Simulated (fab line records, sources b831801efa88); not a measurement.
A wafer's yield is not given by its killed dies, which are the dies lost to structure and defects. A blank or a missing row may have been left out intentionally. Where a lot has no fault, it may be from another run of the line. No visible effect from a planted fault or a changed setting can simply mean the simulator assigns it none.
8D (eight disciplines) problem report, filled in by code    flow sky130    the parts of the form that need people (team, actions taken, sign-off) are left out

1. THE ISSUE
Mean of cathodeDcPowerW at SKY_VIA2_SPUTTER_20: 4176.8 W across 6 wafers in 2 lots; on wafers with no fault it is 4000.1 W (standard deviation 0.7). So: +99 or more standard deviations from the usual mean.
The step: material TiN, target thk 20 nm, time 80 s.
Earliest sighting: wafer L128.1 on pvdSputter-03 at day 38 15:39. The record holds 39 wafers of 13 lots with a number at this step. Rule for "out" (also "out of limits"): further than 4 standard deviations from the usual mean. The rest of the wafers with a number are treated as sound.

2. WHAT IT IS AND WHAT IT IS NOT
question                     is                      is not
which readings at this step  cathodeDcPowerW         throttleValvePct
which lots                   L128, L129              L121, L122, L123, L124, L135, L136, L137, L140, L142, L143, L144
which wafers of those lots   all that have a number  -
read on which tools          pvdSputter-03           pvdSputter-02, pvdSputter-04
when                         from day 38 15:39       up to then (12 sound wafers); but 21 sound wafers of L135, L136, L137, L140, L142, L143, L144 came after

3. WHAT RULES OUT EACH SUSPECT
Counting: a tool at any process step up to the reading remains a suspect when it ran all the lots that are out and ran no sound lot after the first of those.
- pvdSputter-03 at SKY_VIA2_SPUTTER_20 (material TiN, target thk 20 nm, time 80 s): ruled out as a lasting fault. Sound lots L136, L137, L142, L144 ran on it after its first lot that is out, L128 (day 38 15:39).
Left after counting: nothing in the record.

4. THE CAUSE (what the simulator had put in)
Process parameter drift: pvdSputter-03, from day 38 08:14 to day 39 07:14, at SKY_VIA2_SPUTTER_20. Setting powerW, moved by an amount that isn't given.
Counting ruled it out, wrongly.

5. THE EFFECT CHAIN, in route order
One row per reading whose mean, taken over the struck wafers that have a number, lies over 3 standard deviations from the usual. Only readings whose record carries a usual standard deviation are examined. hours: median over the lots of the time between each lot's start at the first step of this table that gives one and its start at this step. sigmas: the change, counted in usual standard deviations.
hours  step                 reading          usual     on struck wafers  change  sigmas
0      SKY_VIA2_SPUTTER_20  cathodeDcPowerW  4000.1 W  4176.8            +176.7  +99 or more
Process steps it contains:
- SKY_VIA2_SPUTTER_20: material TiN, target thk 20 nm, time 80 s.
Later measuring or inspecting steps at which every struck wafer that the step has a row for has a number for every such reading, and none has moved that far: SKY_VIA2_RS_MEAS_22.

6. HOW IT WOULD HAVE BEEN CAUGHT EARLIER
The fault began at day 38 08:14; the first out-of-limits reading in this record came at day 38 15:39, 7 hours later.
